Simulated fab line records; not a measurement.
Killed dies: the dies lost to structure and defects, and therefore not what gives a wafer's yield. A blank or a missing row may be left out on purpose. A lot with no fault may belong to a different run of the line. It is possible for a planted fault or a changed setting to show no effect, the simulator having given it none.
A single fault, viewed from 2 desks || flow gf180mcu || each desk has only its own numbers; what lay behind them comes last

## METROLOGY DESK
Lot by lot, what the gauges showed, no matter which tool ran the lot: averages of those sampled wafers that carry a number. If a lot's mean is further than 4 standard deviations from the usual mean, the lot is out of limits and carries the mark OUT (the distance appears in the brackets).
Columns: A = V3_OVL at GF_V3_OVL_MEAS_15, usual -1 nm; B = M4_ALCU_RS at GF_M4_RS_MEAS_05, usual 0.0692 ohm/sq; C = M4_ALCU_THK at GF_M4_THK_MEAS_06, usual 449 nm
{"lot": "L282", "first seen here": "day 23 04:38", "A": 1, "B": 0.0689, "C": 453}
{"lot": "L284", "first seen here": "day 23 22:05", "A": -1, "B": 0.0684, "C": 454}
{"lot": "L285", "first seen here": "day 24 07:02", "A": -1, "B": 0.0695, "C": 444}
{"lot": "L287", "first seen here": "day 25 06:20", "A": -4, "B": 0.0695, "C": 445}
{"lot": "L289", "first seen here": "day 25 13:35", "A": -2, "B": 0.0700, "C": 443}
{"lot": "L290", "first seen here": "day 26 01:38", "A": -2, "B": "0.0615 (-12) OUT", "C": "503 (+12) OUT"}
{"lot": "L295", "first seen here": "day 27 06:53", "A": 2, "B": "0.0619 (-11) OUT", "C": "503 (+12) OUT"}
{"lot": "L296", "first seen here": "day 27 10:53", "A": -3, "B": "0.0614 (-12) OUT", "C": "505 (+12) OUT"}
{"lot": "L297", "first seen here": "day 27 18:05", "A": 4, "B": 0.0698, "C": 445}
{"lot": "L298", "first seen here": "day 28 07:03", "A": -2, "B": 0.0700, "C": 444}
{"lot": "L301", "first seen here": "day 29 00:09", "A": 1, "B": 0.0685, "C": 451}
Finding of this desk: L290, L295, L296 out of limits, first seen on L290 at day 26 03:29 (M4_ALCU_RS at GF_M4_RS_MEAS_05). In limits: L282, L284, L285, L287, L289, L297, L298, L301.

## AT THE TOOL OWNER'S DESK: pvdSputter-03
The tool's own readings at GF_M4_SPUTTER_02 (material AlCu, target thk 450 nm, time 23.9 s): means of the sampled wafers that have a number, for each lot that ran on this tool. If a lot's mean is further than 4 standard deviations from the usual mean, the lot is out of limits and carries the mark OUT (the distance appears in the brackets).
Columns: A = cathodeDcPowerW at GF_M4_SPUTTER_02, usual 10600 W; B = throttleValvePct at GF_M4_SPUTTER_02, usual 29.6 %
{"lot": "L282", "first seen here": "day 23 06:10", "A": 10601, "B": 29.9}
{"lot": "L284", "first seen here": "day 23 23:37", "A": 10600, "B": 29.8}
{"lot": "L287", "first seen here": "day 25 07:53", "A": 10602, "B": 30.0}
{"lot": "L289", "first seen here": "day 25 15:07", "A": 10600, "B": 29.9}
{"lot": "L290", "first seen here": "day 26 03:24", "A": "11924 (+99 or more) OUT", "B": 29.5}
{"lot": "L295", "first seen here": "day 27 08:25", "A": "11927 (+99 or more) OUT", "B": 29.8}
{"lot": "L296", "first seen here": "day 27 12:26", "A": "11925 (+99 or more) OUT", "B": 30.3}
Finding of this desk: L290, L295, L296 out of limits; the first was L290 at day 26 03:24, on cathodeDcPowerW at GF_M4_SPUTTER_02. In limits: L282, L284, L287, L289.

## TAKEN TOGETHER
An alarm could have come from the tool owner's desk at day 26 03:24, on L290, L295, L296.
At day 26 03:29 the metrology desk could have sounded an alarm, on L290, L295, L296.
Of the lots named, all ran GF_M4_SPUTTER_02 on pvdSputter-03.

## WHAT HAD BEEN PUT IN BY THE SIMULATOR
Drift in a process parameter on pvdSputter-03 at GF_M4_SPUTTER_02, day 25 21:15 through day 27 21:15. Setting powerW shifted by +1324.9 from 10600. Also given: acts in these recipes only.
Lots struck among those shown: L290, L295, L296.
Time in hours from fault onset to the first out-of-limits reading at each desk: tool owner's desk 6, metrology desk 6.
